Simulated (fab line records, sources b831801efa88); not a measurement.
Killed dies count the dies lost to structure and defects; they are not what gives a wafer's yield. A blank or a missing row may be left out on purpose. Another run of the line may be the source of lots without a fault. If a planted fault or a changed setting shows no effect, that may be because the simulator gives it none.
Which tool was responsible? :: flow gf180mcu :: 12 lots with 36 wafers sampled at 3 steps, on a route of 602 steps

== WHAT THE GAUGES READ, wafer by wafer ==
GF_CONTACT_CD_MEAS_14: the cd target is 220 nm.
lot: L492
measured: day 15 22:56
on: cdSem-01
cdNm (nm): 220.0 220.8 220.5

lot: L493
measured: day 16 07:04
on: cdSem-01
cdNm (nm): 219.0 220.9 218.6

lot: L494
measured: day 16 14:22
on: cdSem-01
cdNm (nm): 219.7 221.6 221.5

lot: L498
measured: day 18 06:41
on: cdSem-01
cdNm (nm): 221.6 220.3 220.3

lot: L499
measured: day 18 18:50
on: cdSem-01
cdNm (nm): 221.1 220.1 220.2

lot: L506
measured: day 21 12:43
on: cdSem-02
cdNm (nm): 222.4 221.0 221.0

lot: L507
measured: day 22 01:54
on: cdSem-02
cdNm (nm): 218.7 222.1 221.7

lot: L509
measured: day 22 07:03
on: cdSem-02
cdNm (nm): 221.6 221.4 220.4

lot: L510
measured: day 22 17:02
on: cdSem-02
cdNm (nm): 219.2 218.7 219.0

lot: L512
measured: day 23 13:38
on: cdSem-01
cdNm (nm): 219.7 221.0 220.3

lot: L514
measured: day 23 20:21
on: cdSem-02
cdNm (nm): 219.1 218.2 219.8

lot: L515
measured: day 24 05:03
on: cdSem-02
cdNm (nm): 219.4 219.5 220.5

== WHICH TOOL RAN EACH LOT (tool, then ch and the chambers of the sampled wafers, then the start) ==
lot: L492
GF_STI_ETCH_13: rieDiel-02 ch 0,2,3, day 2 02:07
GF_STI_STRIP_15: plasmaAsher-04 ch 0,1, day 2 02:16

lot: L493
GF_STI_ETCH_13: rieDiel-03 ch 0,2,3, day 2 06:58
GF_STI_STRIP_15: plasmaAsher-03 ch 0,1, day 2 07:13

lot: L494
GF_STI_ETCH_13: rieDiel-02 ch 1,2, day 2 12:07
GF_STI_STRIP_15: plasmaAsher-03 ch 0, day 2 12:16

lot: L498
GF_STI_ETCH_13: rieDiel-03 ch 1,2,3, day 3 08:16
GF_STI_STRIP_15: plasmaAsher-03 ch 0,1, day 3 08:25

lot: L499
GF_STI_ETCH_13: rieDiel-03 ch 2,3, day 3 14:22
GF_STI_STRIP_15: plasmaAsher-02 ch 0,1, day 3 14:31

lot: L506
GF_STI_ETCH_13: rieDiel-04 ch 1,2,3, day 5 05:59
GF_STI_STRIP_15: plasmaAsher-03 ch 0,1, day 5 06:08

lot: L507
GF_STI_ETCH_13: rieDiel-02 ch 0,3, day 5 11:52
GF_STI_STRIP_15: plasmaAsher-03 ch 0,1, day 5 12:01

lot: L509
GF_STI_ETCH_13: rieDiel-02 ch 2,3, day 5 19:38
GF_STI_STRIP_15: plasmaAsher-03 ch 1, day 5 19:47

lot: L510
GF_STI_ETCH_13: rieDiel-02 ch 0,3, day 5 22:29
GF_STI_STRIP_15: plasmaAsher-02 ch 0,1, day 5 22:38

lot: L512
GF_STI_ETCH_13: rieDiel-02 ch 0,3, day 6 11:14
GF_STI_STRIP_15: plasmaAsher-03 ch 1, day 6 11:23

lot: L514
GF_STI_ETCH_13: rieDiel-03 ch 2,3, day 6 18:29
GF_STI_STRIP_15: plasmaAsher-04 ch 0,1, day 6 18:38

lot: L515
GF_STI_ETCH_13: rieDiel-04 ch 0,1,2, day 6 23:44
GF_STI_STRIP_15: plasmaAsher-04 ch 0,1, day 6 23:53
- GF_STI_ETCH_13: etches the open film in CHF3/O2, stops on Si, target depth 282.31 nm, time 112.9 s.
- GF_STI_STRIP_15: strips in O2/N2.

== AS READ BY THE TOOLS THEMSELVES (means over the sampled wafers that have a number; for cases with no such wafer, the mark the record gives instead) ==
GF_STI_ETCH_13.
lot: L492
tool: rieDiel-02
drypumpMotorCurrentA (A): 5.5
oesProductAu (a.u.): 0.830
rfFwdPowerW (W): 597.2
throttleValvePct (%): 8.808

lot: L493
tool: rieDiel-03
drypumpMotorCurrentA (A): 5.8
oesProductAu (a.u.): 0.836
rfFwdPowerW (W): 595.5
throttleValvePct (%): 8.807

lot: L494
tool: rieDiel-02
drypumpMotorCurrentA (A): 6.0
oesProductAu (a.u.): 0.834
rfFwdPowerW (W): 596.1
throttleValvePct (%): 8.807

lot: L498
tool: rieDiel-03
drypumpMotorCurrentA (A): 5.7
oesProductAu (a.u.): 0.823
rfFwdPowerW (W): 501.5
throttleValvePct (%): 8.802

lot: L499
tool: rieDiel-03
drypumpMotorCurrentA (A): 5.8
oesProductAu (a.u.): 0.834
rfFwdPowerW (W): 498.5
throttleValvePct (%): 8.824

lot: L506
tool: rieDiel-04
drypumpMotorCurrentA (A): 6.0
oesProductAu (a.u.): 0.833
rfFwdPowerW (W): 596.8
throttleValvePct (%): 8.814

lot: L507
tool: rieDiel-02
drypumpMotorCurrentA (A): 5.1
oesProductAu (a.u.): 0.824
rfFwdPowerW (W): 595.8
throttleValvePct (%): 8.816

lot: L509
tool: rieDiel-02
drypumpMotorCurrentA (A): 5.8
oesProductAu (a.u.): 0.838
rfFwdPowerW (W): 599.0
throttleValvePct (%): 8.809

lot: L510
tool: rieDiel-02
drypumpMotorCurrentA (A): 5.1
oesProductAu (a.u.): 0.833
rfFwdPowerW (W): 594.5
throttleValvePct (%): 8.802

lot: L512
tool: rieDiel-02
drypumpMotorCurrentA (A): 5.2
oesProductAu (a.u.): 0.835
rfFwdPowerW (W): 597.1
throttleValvePct (%): 8.803

lot: L514
tool: rieDiel-03
drypumpMotorCurrentA (A): 5.7
oesProductAu (a.u.): 0.829
rfFwdPowerW (W): 594.9
throttleValvePct (%): 8.802

lot: L515
tool: rieDiel-04
drypumpMotorCurrentA (A): 5.5
oesProductAu (a.u.): 0.833
rfFwdPowerW (W): 596.7
throttleValvePct (%): 8.813

GF_STI_STRIP_15.
lot: L492
tool: plasmaAsher-04
drypumpMotorCurrentA (A): 5.27
heaterPowerW (W): 312
oesProductAu (a.u.): 0.386
stripTimeToEndpointS (s): 3.71

lot: L493
tool: plasmaAsher-03
drypumpMotorCurrentA (A): 5.77
heaterPowerW (W): 345
oesProductAu (a.u.): 0.387
stripTimeToEndpointS (s): 3.79

lot: L494
tool: plasmaAsher-03
drypumpMotorCurrentA (A): 5.86
heaterPowerW (W): 328
oesProductAu (a.u.): 0.388
stripTimeToEndpointS (s): 3.73

lot: L498
tool: plasmaAsher-03
drypumpMotorCurrentA (A): 5.75
heaterPowerW (W): 348
oesProductAu (a.u.): 0.394
stripTimeToEndpointS (s): 3.95

lot: L499
tool: plasmaAsher-02
drypumpMotorCurrentA (A): 5.53
heaterPowerW (W): 425
oesProductAu (a.u.): 0.395
stripTimeToEndpointS (s): 3.94

lot: L506
tool: plasmaAsher-03
drypumpMotorCurrentA (A): 5.60
heaterPowerW (W): 357
oesProductAu (a.u.): 0.378
stripTimeToEndpointS (s): 3.68

lot: L507
tool: plasmaAsher-03
drypumpMotorCurrentA (A): 5.64
heaterPowerW (W): 361
oesProductAu (a.u.): 0.383
stripTimeToEndpointS (s): 3.76

lot: L509
tool: plasmaAsher-03
drypumpMotorCurrentA (A): 5.51
heaterPowerW (W): 371
oesProductAu (a.u.): 0.380
stripTimeToEndpointS (s): 3.71

lot: L510
tool: plasmaAsher-02
drypumpMotorCurrentA (A): 5.51
heaterPowerW (W): 409
oesProductAu (a.u.): 0.384
stripTimeToEndpointS (s): 3.73

lot: L512
tool: plasmaAsher-03
drypumpMotorCurrentA (A): 5.50
heaterPowerW (W): 368
oesProductAu (a.u.): 0.388
stripTimeToEndpointS (s): 3.76

lot: L514
tool: plasmaAsher-04
drypumpMotorCurrentA (A): 5.28
heaterPowerW (W): 308
oesProductAu (a.u.): 0.384
stripTimeToEndpointS (s): 3.76

lot: L515
tool: plasmaAsher-04
drypumpMotorCurrentA (A): 5.58
heaterPowerW (W): 316
oesProductAu (a.u.): 0.380
stripTimeToEndpointS (s): 3.73

== THE ANSWER, worked out from the rows above alone ==
Rule: the usual values come from the lots themselves. The widest of any qualifying gaps counts: lots, ordered by their means at a reading, are off when they make up no more than a third of the lots, leave a main group of 4 or more, and stand apart from it by 3 or more times the standard deviation of that group's means. A main group whose means are all the same, to the digits that the tables above print for the reading, isn't used. Also off: a lot with no number at a reading for which 4 or more lots have one. Any other lot the step has rows for is counted as sound. After the gauges, taken in route order, come the tools' own readings; for these a lot's mean is taken, as printed above. At the first step where some lot is off, the reading lying furthest off is the one used; lots without a number count as furthest.
Off: L498, L499 (GF_STI_ETCH_13, rfFwdPowerW). Main group: mean 596.4 W, sd 1.2.
A tool fits if, at that step or a process step before it, it ran every lot that is off, and no sound lot after the first of them. Not one of the candidates tried fits.

== WHAT HAD BEEN PUT IN BY THE SIMULATOR ==
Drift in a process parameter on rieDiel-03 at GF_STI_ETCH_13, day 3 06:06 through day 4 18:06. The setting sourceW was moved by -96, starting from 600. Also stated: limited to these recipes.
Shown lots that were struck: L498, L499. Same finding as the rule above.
